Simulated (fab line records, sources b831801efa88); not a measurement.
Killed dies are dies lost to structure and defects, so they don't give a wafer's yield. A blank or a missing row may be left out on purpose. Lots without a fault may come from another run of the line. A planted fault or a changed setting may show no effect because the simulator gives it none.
fab line records | flow sky130
record lots=5 wafers=14 last_day=50
route steps=708 shown CAP2M@620 METAL4@621 PAD_OPEN@708
lots that met no fault: from a run of the same line without faults
start_h: hours from the record's first day to the start of the lot's first wafer shown | wait_h: hours since the lot's step before | " the same as in the row above | L1.1+2: a row that stands for several wafers | - no value, or no start given | * or withheld: withheld | < > ~ a bound
route shown NAME@n: a module of which the file shows steps, and the number in the route of the first | usual: mean/standard deviation of fault-free wafers | same: alike in all rows | chamber/n: place in a boat | sites: the reading at each site | _std_site: their standard deviation | _edge_site: outer sites' mean less inner sites' | radius_mm: how far each site lies from the wafer's centre | mask NAME#n: copy n | behind: the tool/chamber that last shaped the wafer | hold: why the lot was held/for how many hours/how that ended | device: the transistor (n, p or np) that didn't switch | end of line: the same wafers' tests at the end of the route | a step without rows: its recipe alone | killed: dies lost to structure and defects at the first sort, not the wafer's yield | map: a wafer's dies, x killed, . not, _ none there
set.NAME: the setting as run; set.NAME@STEP: as run at that earlier step | model.NAME: the simulator's own value behind a step, which no gauge read
lots at some steps of the route; a table a step, a row a wafer
services: from which hour (start_h, from the record's first day; less than 0 if before it) a tool's chamber was out of use, for how many hours, and why
## steps
# step SKY_CAP2M_CLEAN_17
# recipe chemistry=O3/DIW dry=n2_spin
# step SKY_METAL4_DEHYDRATE_05
# recipe temp_c=200 time_s=60
# step SKY_METAL4_HMDS_06
# recipe prime_time_s=60 prime_temp_c=120
# step SKY_METAL4_COAT_07
# recipe resist=BARC temp_c=withheld time_s=withheld spin_rpm=3000 resist_thk_nm=60
# step SKY_METAL4_COAT_08
# recipe resist=KrF-thick spin_rpm=3000 resist_thk_nm=1140
# step SKY_METAL4_SOFTBAKE_09
# recipe temp_c=100 time_s=90 resist=KrF-thick
# step SKY_METAL4_EXPOSE_10
# recipe mask_id=MM4 na=0.68 source_shape=annular sigma_inner=0.4 sigma_outer=0.8 target_cd_nm=300 dose_mj=28
# step SKY_METAL4_PEB_11
# recipe peb_temp_c=withheld peb_time_s=withheld resist=KrF-thick
# step SKY_METAL4_DEVELOP_12
# recipe develop_time_s=60 resist=KrF-thick dev_temp_c=21
# step SKY_METAL4_CD_MEAS_13
# recipe target_cd_nm=300
# usual cd_nm=299.6/1.3
# columns lot.wafer tool chamber start_h wait_h cd_nm
L982.2 cd_sem-02 - 984.42 - 298.0
L982.3 " - " " 298.2
L982.5 " - " " 298.2
L988.3 cd_sem-01 - 1031.29 - 296.9
L988.4 " - " " 298.6
L988.6 " - " " 299.2
L101.4 cd_sem-02 - 1112.06 - 300.1
L101.5 " - " " 299.8
L102.1 cd_sem-02 - 1120.50 - 301.2
L102.4 " - " " 300.8
L102.6 " - " " 300.6
L103.1 cd_sem-02 - 1123.20 - 298.8
L103.3 " - " " 300.4
L103.6 " - " " 299.8
# step SKY_METAL4_OVL_MEAS_14
# usual METAL4_OVL=1/6.1
# columns lot.wafer tool chamber start_h wait_h METAL4_OVL[nm]
L982.2 overlay-01 - 984.52 0.1 -3
L982.3 " - " " -3
L982.5 " - " " 3
L988.3 overlay-01 - 1031.38 0.1 11
L988.4 " - " " 0
L988.6 " - " " 3
L101.4 overlay-02 - 1112.14 0.1 3
L101.5 " - " " 5
L102.1 overlay-01 - 1120.62 0.1 -3
L102.4 " - " " -3
L102.6 " - " " -4
L103.1 overlay-01 - 1123.32 0.1 5
L103.3 " - " " -4
L103.6 " - " " 10
# step SKY_METAL4_DESCUM_15
# recipe chemistry=O2 source_power_w=150 bias_power_w=0 pressure_mtorr=10 temp_c=40 time_s=8
# usual drypump_motor_current_A=5.7/0.54 he_backside_leak_sccm=3.42/0.27 oes_product_au=1.003/0.0064
# columns lot.wafer tool chamber start_h wait_h drypump_motor_current_A he_backside_leak_sccm oes_product_au rf_hours_counter_h
L982.2 rie_metal-02 1 984.55 0.0 6.4 3.38 0.993 14
L982.3 " 0 " " 5.4 3.67 1.010 -
L982.5 " 1 " " 6.4 3.30 0.999 -
L988.3 rie_metal-02 1 1031.42 0.0 6.5 3.34 1.010 -
L988.4 " 0 " " 5.3 3.62 1.003 -
L988.6 " 1 " " 6.4 3.43 0.999 -
L101.4 rie_metal-02 0 1112.16 0.0 5.3 3.57 1.015 -
L101.5 " 1 " " 6.5 3.63 1.008 -
L102.1 rie_metal-03 0 1120.65 0.0 6.2 3.23 1.007 6
L102.4 " 1 " " 5.1 3.06 1.005 -
L102.6 " 0 " " 6.2 3.18 1.013 -
L103.1 rie_metal-03 0 1123.36 0.0 6.2 3.20 1.001 6
L103.3 " 0 " " 6.2 3.23 1.008 -
L103.6 " 0 " " 6.2 3.22 1.000 -
# step SKY_METAL4_ETCH_16
# recipe chemistry=N2/H2 target=BARC ion_energy_ev=200 bias_w=100 pressure_mtorr=30 n2_flow_sccm=100 h2_flow_sccm=200 icp_w=500 stop_on=SiO2 time_s=88.2 target_depth_a=600
# usual drypump_motor_current_A=5.8/0.54 he_backside_leak_sccm=3.5/0.47 oes_product_au=0.626/0.0045 run_length_s=116.5/0.54 throttle_valve_pct=13.205/0.01
# columns lot.wafer tool chamber start_h wait_h drypump_motor_current_A he_backside_leak_sccm oes_product_au rf_hours_counter_h run_length_s throttle_valve_pct model.SiO2_of_CAP2M_CVD_00.thk_nm
L982.2 rie_metal-02 1 984.59 0.0 6.5 3.5 0.624 14 116.9 13.220 15.44
L982.3 " 0 " " 5.3 3.4 0.626 - 116.1 13.202 15.49
L982.5 " 1 " " 6.5 3.5 0.631 - 117.1 13.205 15.8
L988.3 rie_metal-02 1 1031.47 0.0 6.5 3.5 0.621 - 117.4 13.208 15.21
L988.4 " 0 " " 5.3 3.6 0.626 - 116.3 13.205 15.28
L988.6 " 1 " " 6.5 3.5 0.622 - 117.4 13.210 15.44
L101.4 rie_metal-02 0 1112.22 0.0 5.3 3.6 0.616 - 121.2 13.194 15.24
L101.5 " 1 " " 6.5 3.5 0.629 - 117.3 13.199 15.56
L102.1 rie_metal-03 0 1120.69 0.0 6.3 3.3 0.623 6 116.4 13.224 15.26
L102.4 " 1 " " 5.1 3.2 0.624 - 116.1 13.220 15.76
L102.6 " 0 " " 6.2 3.3 0.623 - 116.8 13.199 15.5
L103.1 rie_metal-03 0 1123.39 0.0 6.2 3.0 0.633 6 116.6 13.206 15.46
L103.3 " 0 " " 6.2 3.3 0.621 - 116.5 13.210 15.45
L103.6 " 0 " " 6.2 3.5 0.622 - 116.4 13.186 15.74
# step SKY_METAL4_ETCH_17
# recipe target=SiO2 stop_on=TiN chemistry=C4F8/O2/Ar source_w=1500 bias_w=1200 pressure_mtorr=40 c4f8_flow_sccm=withheld O2_flow_sccm=6 Ar_flow_sccm=300 time_s=3.9 target_depth_a=150
# usual oes_product_au=0.755/0.0069
# columns lot.wafer tool chamber start_h wait_h oes_product_au rf_hours_counter_h
L982.2 rie_diel-03 3 984.68 0.1 0.757 20
L982.3 " 2 " " 0.760 18
L982.5 " 0 " " 0.757 -
L988.3 rie_diel-04 0 1031.54 0.0 0.743 11
L988.4 " 3 " " 0.748 24
L988.6 " 3 " " 0.752 -
L101.4 rie_diel-01 2 1112.28 0.0 0.742 14
L101.5 " 3 " " 0.754 -
L102.1 rie_diel-03 0 1120.78 0.1 0.744 14
L102.4 " 2 " " 0.765 23
L102.6 " 3 " " 0.757 -
L103.1 rie_diel-01 0 1123.49 0.1 0.762 13
L103.3 " 2 " " 0.752 15
L103.6 " 3 " " 0.767 -
# step SKY_PAD_OPEN_PROBE_99
# usual defect_limited_yield=82.2/1.9 killed_at_M0_to_M3=45/7.3 killed_at_M4_up=3.1/1.7 killed_at_contacts=25/5.1 killed_at_front_end=15/4.5 killed_at_other=0.3/0.56 killed_dies=88/9.4 killed_open=47/6.6 killed_short=40/6.9 sort_bin_3_pad_short=0.9/0.46 sort_bin_5_function=10.5/1.5 sort_bin_6_memory=6.4/1.1 sort_n_pass=404/9.4 sort_yield_pct=82.2/1.9
# same gross_dies=492 killed_at_back_side=0 sort_bin_4_leakage[%]=0 sort_bin_8_speed[%]=0
# columns lot.wafer tool chamber start_h wait_h defect_limited_yield[%] killed_at_M0_to_M3 killed_at_M4_up killed_at_contacts killed_at_front_end killed_at_other killed_dies killed_open killed_short sort_bin_3_pad_short[%] sort_bin_5_function[%] sort_bin_6_memory[%] sort_n_pass sort_yield_pct[%]
L101.4 prober-02 - 1189.95 0.2 81.5 41 3 28 19 0 91 45 46 1.2 11.2 6.1 401 81.5
# killed by level:class
L101.4 CONTACT:geometric_particle:open=11 FIELD_ISO:geometric_particle:short=6 METAL1:geometric_particle:short=6 LOCAL_INTERCONNECT:geometric_particle:short=6 VIA1:geometric_particle:open=6 POLY_GATE:geometric_particle:short=5 CONTACT:geometric_particle:short=5 VIA2:geometric_particle:open=5
## services
# columns tool chamber start_h hours kind
rie_diel-03 0 970.00 10.6 repair
rie_diel-03 0 985.08 1.8 repair
rie_metal-03 0 1026.80 - clean
rie_metal-03 0 1026.80 18.8 scheduled_down
rie_metal-03 0 1026.80 18.8 vent_cycle
rie_diel-04 - 1050.86 0.7 repair
rie_diel-03 0 1062.46 20.2 repair
rie_diel-03 3 1079.38 4.1 repair
rie_diel-04 1 1088.90 59.3 repair
rie_diel-04 2 1089.22 1.9 repair
## key
first_sign step=SKY_METAL4_ETCH_16 reading=run_length_s direction=up sigmas=8.8 usual=* struck=*
effect none on later readings
model_effect step=SKY_METAL4_ETCH_16 value=SiO2_of_CAP2M_CVD_00.thk_nm without=15.47 struck=15.24
met_at SKY_METAL4_ETCH_16
struck_wafers L101.4
onset_between 1031.47 1112.22
fault kind=process_parameter_drift tool=rie_metal-02 chamber=- onset_h=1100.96 steps=SKY_METAL4_ETCH_16 channel=time_s offset=* shape=step end_h=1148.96 scope=struck_wafers_only acts_in=* stated=*
